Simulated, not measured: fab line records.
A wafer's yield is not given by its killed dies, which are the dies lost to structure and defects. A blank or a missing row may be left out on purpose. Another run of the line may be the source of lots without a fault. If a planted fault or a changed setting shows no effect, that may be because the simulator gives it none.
Which tool did it? | flow gf180mcu | 24 lots, 72 wafers sampled, at 6 steps of a route of 602

WHAT EACH GAUGE READ, for each wafer
GF_M2_CD_MEAS_14: the cd target is 280 nm.
lot  | measured     | on        | cd nm (nm)
L074 | day 19 03:38 | cd sem-01 | 282.2 282.2 282.4
L075 | day 19 15:25 | cd sem-02 | 280.5 280.5 280.7
L076 | day 20 07:55 | cd sem-02 | 278.8 279.0 279.3
L077 | day 20 19:10 | cd sem-01 | 279.6 280.3 280.1
L078 | day 21 03:47 | cd sem-01 | 278.4 277.5 277.6
L079 | day 21 11:13 | cd sem-01 | 281.3 279.6 280.8
L080 | day 21 16:28 | cd sem-02 | 281.1 281.3 281.2
L081 | day 22 13:50 | cd sem-01 | 279.8 279.3 280.6
L082 | day 22 18:26 | cd sem-01 | 279.7 279.0 280.5
L083 | day 23 00:05 | cd sem-02 | 278.8 280.0 279.1
L084 | day 23 07:23 | cd sem-01 | 278.7 277.7 279.3
L085 | day 23 14:53 | cd sem-02 | 280.5 279.9 279.9
L086 | day 23 21:35 | cd sem-01 | 279.5 279.3 279.7
L087 | day 24 02:37 | cd sem-02 | 279.8 280.9 280.5
L088 | day 24 18:29 | cd sem-01 | 279.2 279.1 278.8
L089 | day 24 23:59 | cd sem-01 | 279.0 279.7 278.9
L090 | day 25 16:13 | cd sem-02 | 281.5 280.6 280.7
L091 | day 25 20:59 | cd sem-02 | 279.9 280.3 280.4
L092 | day 26 20:05 | cd sem-01 | 282.0 282.1 281.8
L094 | day 26 20:28 | cd sem-02 | 279.0 281.4 280.7
L093 | day 26 20:47 | cd sem-02 | 279.5 280.6 280.8
L095 | day 26 21:35 | cd sem-02 | 279.2 278.9 278.9
L096 | day 26 22:34 | cd sem-01 | 280.6 280.2 280.7
L097 | day 27 16:47 | cd sem-01 | 278.5 278.5 278.7

GF_M4_CD_MEAS_14: the cd target is 280 nm.
lot  | measured     | on        | cd nm (nm)
L074 | day 23 08:19 | cd sem-02 | 279.7 277.8 278.4
L075 | day 23 20:58 | cd sem-01 | 278.0 279.2 278.8
L076 | day 24 21:04 | cd sem-02 | 278.7 278.8 278.1
L077 | day 24 21:58 | cd sem-01 | 277.8 279.5 279.0
L078 | day 25 03:05 | cd sem-01 | 277.6 278.5 279.0
L079 | day 25 16:35 | cd sem-01 | 281.5 282.2 281.2
L080 | day 25 20:56 | cd sem-01 | 278.5 277.8 278.9
L081 | day 26 16:07 | cd sem-02 | 280.5 279.9 280.1
L082 | day 26 19:26 | cd sem-02 | 281.6 282.9 281.7
L083 | day 26 22:41 | cd sem-02 | 279.9 281.7 278.9
L084 | day 27 00:56 | cd sem-01 | 281.4 282.1 280.2
L085 | day 27 16:38 | cd sem-02 | 279.6 279.3 279.1
L086 | day 27 18:50 | cd sem-01 | 279.8 278.7 279.9
L087 | day 27 21:13 | cd sem-01 | 280.0 278.3 279.0
L088 | day 28 10:56 | cd sem-01 | 280.8 279.9 279.0
L089 | day 28 19:20 | cd sem-02 | 280.1 279.8 280.6
L090 | day 29 07:20 | cd sem-01 | 280.5 280.2 280.6
L091 | day 29 12:28 | cd sem-01 | 279.4 280.3 278.4
L092 | day 30 12:32 | cd sem-02 | 279.9 281.6 280.1
L094 | day 30 08:53 | cd sem-02 | 280.2 279.4 280.2
L093 | day 30 10:11 | cd sem-01 | 281.3 280.1 281.2
L095 | day 30 09:29 | cd sem-01 | 278.2 278.8 279.6
L096 | day 30 11:17 | cd sem-01 | 280.0 280.3 280.5
L097 | day 31 04:06 | cd sem-02 | 280.8 280.0 279.8

GF_V5_THK_MEAS_03.
lot  | measured     | on            | V5_CVD_02_THK (nm)
L074 | day 26 03:37 | film metro-01 | 1435 1438 1477
L075 | day 26 20:52 | film metro-03 | 1467 1454 1483
L076 | day 27 18:55 | film metro-01 | 1450 1455 1494
L077 | day 27 20:48 | film metro-01 | 1437 1440 1479
L078 | day 27 22:55 | film metro-01 | 1427 1440 1467
L079 | day 28 09:38 | film metro-03 | 1447 1461 1491
L080 | day 28 15:23 | film metro-04 | 1473 1453 1494
L081 | day 29 06:29 | film metro-03 | 1419 1415 1420
L082 | day 29 11:14 | film metro-04 | 1433 1461 1471
L083 | day 29 15:17 | film metro-01 | 1448 1460 1459
L084 | day 29 18:00 | film metro-04 | 1433 1411 1458
L085 | day 30 07:38 | film metro-01 | 1447 1463 1492
L086 | day 30 09:43 | film metro-04 | 1450 1459 1492
L087 | day 30 10:28 | film metro-03 | 1451 1488 1474
L088 | day 31 00:13 | film metro-04 | 1435 1483 1478
L089 | day 31 08:21 | film metro-03 | 1439 1462 1458
L090 | day 31 18:37 | film metro-01 | 1471 1469 1473
L091 | day 32 00:18 | film metro-04 | 1465 1413 1496
L092 | day 32 22:11 | film metro-04 | 1418 1410 1447
L094 | day 32 18:03 | film metro-01 | 1449 1454 1466
L093 | day 32 20:21 | film metro-03 | 1436 1432 1449
L095 | day 32 19:01 | film metro-03 | 1432 1473 1465
L096 | day 32 21:04 | film metro-04 | 1441 1467 1450
L097 | day 33 12:10 | film metro-04 | 1440 1482 1470

EACH LOT AND THE TOOL THAT RAN IT (in order: tool; ch and the chambers of the sampled wafers; start)
lot  | GF_V1_ETCH_16                      | GF_MIM_SPUTTER_03            | GF_MIM_SPUTTER_09
L074 | rie diel-04 ch 1,2,3, day 18 03:04 | pvd sputter-02, day 24 09:56 | pvd sputter-03, day 24 10:10
L075 | rie diel-04 ch 1,2,3, day 18 13:34 | pvd sputter-03, day 25 01:18 | pvd sputter-03, day 25 01:31
L076 | rie diel-02 ch 0,1,2, day 19 06:31 | pvd sputter-03, day 26 00:40 | pvd sputter-01, day 26 00:53
L077 | rie diel-01 ch 0,1,3, day 19 17:31 | pvd sputter-01, day 26 01:30 | pvd sputter-03, day 26 01:43
L078 | rie diel-02 ch 0,2,3, day 20 01:55 | pvd sputter-02, day 26 03:34 | pvd sputter-01, day 26 03:47
L079 | rie diel-04 ch 0,2,3, day 20 09:19 | pvd sputter-03, day 26 16:35 | pvd sputter-02, day 26 16:50
L080 | rie diel-01 ch 0,2, day 20 14:51   | pvd sputter-02, day 26 21:32 | pvd sputter-03, day 26 21:45
L081 | rie diel-02 ch 0,1,3, day 21 12:39 | pvd sputter-01, day 27 15:14 | pvd sputter-02, day 27 15:28
L082 | rie diel-01 ch 0,2,3, day 21 16:58 | pvd sputter-02, day 27 19:05 | pvd sputter-01, day 27 19:18
L083 | rie diel-01 ch 0,1, day 21 23:10   | pvd sputter-03, day 27 22:29 | pvd sputter-01, day 27 22:42
L084 | rie diel-02 ch 0,2,3, day 22 07:04 | pvd sputter-02, day 28 00:52 | pvd sputter-01, day 28 01:05
L085 | rie diel-04 ch 0,1,2, day 22 14:16 | pvd sputter-03, day 28 16:13 | pvd sputter-01, day 28 16:26
L086 | rie diel-04 ch 2,3, day 22 20:52   | pvd sputter-02, day 28 18:01 | pvd sputter-03, day 28 18:14
L087 | rie diel-02 ch 1,2,3, day 23 02:12 | pvd sputter-02, day 28 19:57 | pvd sputter-03, day 28 20:10
L088 | rie diel-01 ch 1,2, day 23 13:48   | pvd sputter-02, day 29 09:19 | pvd sputter-01, day 29 09:32
L089 | rie diel-04 ch 0,2, day 24 01:49   | pvd sputter-01, day 29 18:14 | pvd sputter-02, day 29 18:27
L090 | rie diel-04 ch 1,2,3, day 24 18:15 | pvd sputter-01, day 30 05:01 | pvd sputter-03, day 30 05:14
L091 | rie diel-02 ch 1,3, day 24 20:01   | pvd sputter-01, day 30 10:44 | pvd sputter-02, day 30 10:57
L092 | rie diel-02 ch 0,1, day 25 21:44   | pvd sputter-03, day 31 09:59 | pvd sputter-02, day 31 10:12
L094 | rie diel-04 ch 1,2,3, day 25 22:41 | pvd sputter-02, day 31 06:05 | pvd sputter-03, day 31 06:19
L093 | rie diel-02 ch 1,3, day 25 23:07   | pvd sputter-01, day 31 07:53 | pvd sputter-02, day 31 08:10
L095 | rie diel-01 ch 0,2,3, day 25 23:28 | pvd sputter-01, day 31 07:21 | pvd sputter-02, day 31 07:35
L096 | rie diel-02 ch 0,1,3, day 26 00:02 | pvd sputter-02, day 31 09:02 | pvd sputter-02, day 31 09:16
L097 | rie diel-01 ch 0,1,2, day 26 18:31 | pvd sputter-02, day 32 01:08 | pvd sputter-01, day 32 01:21
- GF_V1_ETCH_16: etches BARC in N2/H2.
- GF_MIM_SPUTTER_03: material Ti, target thk 10 nm, time 6.7 s.
- GF_MIM_SPUTTER_09: material TiN, target thk 35 nm, time 29.2 s.

AS READ BY THE TOOLS THEMSELVES (means over the sampled wafers that have a number; for cases with no such wafer, the mark the record gives instead)
GF_V1_ETCH_16.
lot  | tool        | drypump motor current A (A) | oes product au (a.u.) | throttle valve pct (%)
L074 | rie diel-04 | 5.8                         | 0.854                 | 13.222
L075 | rie diel-04 | 5.7                         | 0.859                 | 13.228
L076 | rie diel-02 | 5.7                         | 0.850                 | 13.230
L077 | rie diel-01 | 5.8                         | 0.855                 | 13.231
L078 | rie diel-02 | 5.8                         | 0.852                 | 13.223
L079 | rie diel-04 | 5.9                         | 0.851                 | 13.231
L080 | rie diel-01 | 5.1                         | 0.855                 | 13.222
L081 | rie diel-02 | 5.8                         | 0.860                 | 13.219
L082 | rie diel-01 | 5.3                         | 0.856                 | 13.221
L083 | rie diel-01 | 5.6                         | 0.851                 | 13.225
L084 | rie diel-02 | 5.8                         | 0.854                 | 13.230
L085 | rie diel-04 | 5.8                         | 0.855                 | 13.226
L086 | rie diel-04 | 5.9                         | 0.854                 | 13.225
L087 | rie diel-02 | 5.9                         | 0.854                 | 13.226
L088 | rie diel-01 | 5.6                         | 0.853                 | 13.231
L089 | rie diel-04 | 6.0                         | 0.855                 | 13.220
L090 | rie diel-04 | 5.7                         | 0.855                 | 13.218
L091 | rie diel-02 | 5.9                         | 0.854                 | 13.222
L092 | rie diel-02 | 5.7                         | 0.854                 | 13.209
L094 | rie diel-04 | 5.7                         | 0.853                 | 13.225
L093 | rie diel-02 | 5.9                         | 0.853                 | 13.224
L095 | rie diel-01 | 5.3                         | 0.853                 | 13.227
L096 | rie diel-02 | 5.8                         | 0.856                 | 13.228
L097 | rie diel-01 | 5.6                         | 0.859                 | 13.212

GF_MIM_SPUTTER_03.
lot  | tool           | throttle valve pct (%)
L074 | pvd sputter-02 | 30.5
L075 | pvd sputter-03 | 29.7
L076 | pvd sputter-03 | 30.1
L077 | pvd sputter-01 | 30.5
L078 | pvd sputter-02 | 30.0
L079 | pvd sputter-03 | 29.6
L080 | pvd sputter-02 | 29.6
L081 | pvd sputter-01 | 29.2
L082 | pvd sputter-02 | 30.2
L083 | pvd sputter-03 | 29.9
L084 | pvd sputter-02 | 30.5
L085 | pvd sputter-03 | 29.4
L086 | pvd sputter-02 | 30.1
L087 | pvd sputter-02 | 30.3
L088 | pvd sputter-02 | 29.7
L089 | pvd sputter-01 | 30.4
L090 | pvd sputter-01 | 29.7
L091 | pvd sputter-01 | 29.7
L092 | pvd sputter-03 | 29.8
L094 | pvd sputter-02 | 30.0
L093 | pvd sputter-01 | 29.9
L095 | pvd sputter-01 | 29.2
L096 | pvd sputter-02 | 29.7
L097 | pvd sputter-02 | 30.3

GF_MIM_SPUTTER_09.
lot  | tool           | throttle valve pct (%)
L074 | pvd sputter-03 | 29.8
L075 | pvd sputter-03 | 29.8
L076 | pvd sputter-01 | 29.8
L077 | pvd sputter-03 | 29.4
L078 | pvd sputter-01 | 29.9
L079 | pvd sputter-02 | 29.1
L080 | pvd sputter-03 | 29.8
L081 | pvd sputter-02 | 29.8
L082 | pvd sputter-01 | 29.8
L083 | pvd sputter-01 | 29.5
L084 | pvd sputter-01 | 29.8
L085 | pvd sputter-01 | 29.7
L086 | pvd sputter-03 | 29.5
L087 | pvd sputter-03 | 29.6
L088 | pvd sputter-01 | 29.0
L089 | pvd sputter-02 | 30.2
L090 | pvd sputter-03 | 30.3
L091 | pvd sputter-02 | 29.4
L092 | pvd sputter-02 | 29.7
L094 | pvd sputter-03 | 29.9
L093 | pvd sputter-02 | 29.9
L095 | pvd sputter-02 | 29.8
L096 | pvd sputter-02 | 30.0
L097 | pvd sputter-01 | 29.8

THE ANSWER, worked out from the rows above alone
Rule: the usual values come from the lots themselves. Put in order of their means at a reading, lots are off if they are a third of the lots or fewer, leave a main group of 4 or more, and stand apart from it by a gap of 3 or more times the standard deviation of the main group's means; of several such gaps the widest counts. The tables above print the reading to a certain number of digits; a main group whose means all agree to those digits is not used. Also off: a lot with no number at a reading for which 4 or more lots have one. Where the step has rows for the other lots, those lots are counted as sound. The gauges are gone through in route order, then the tools' own readings, and for those a lot's mean is taken as printed above. At the first step where some lot is off, the reading lying furthest off is the one used; lots without a number count as furthest.
No lot is off at any reading shown: from this, nothing can be told.

WHAT WAS PUT IN BY THE SIMULATOR
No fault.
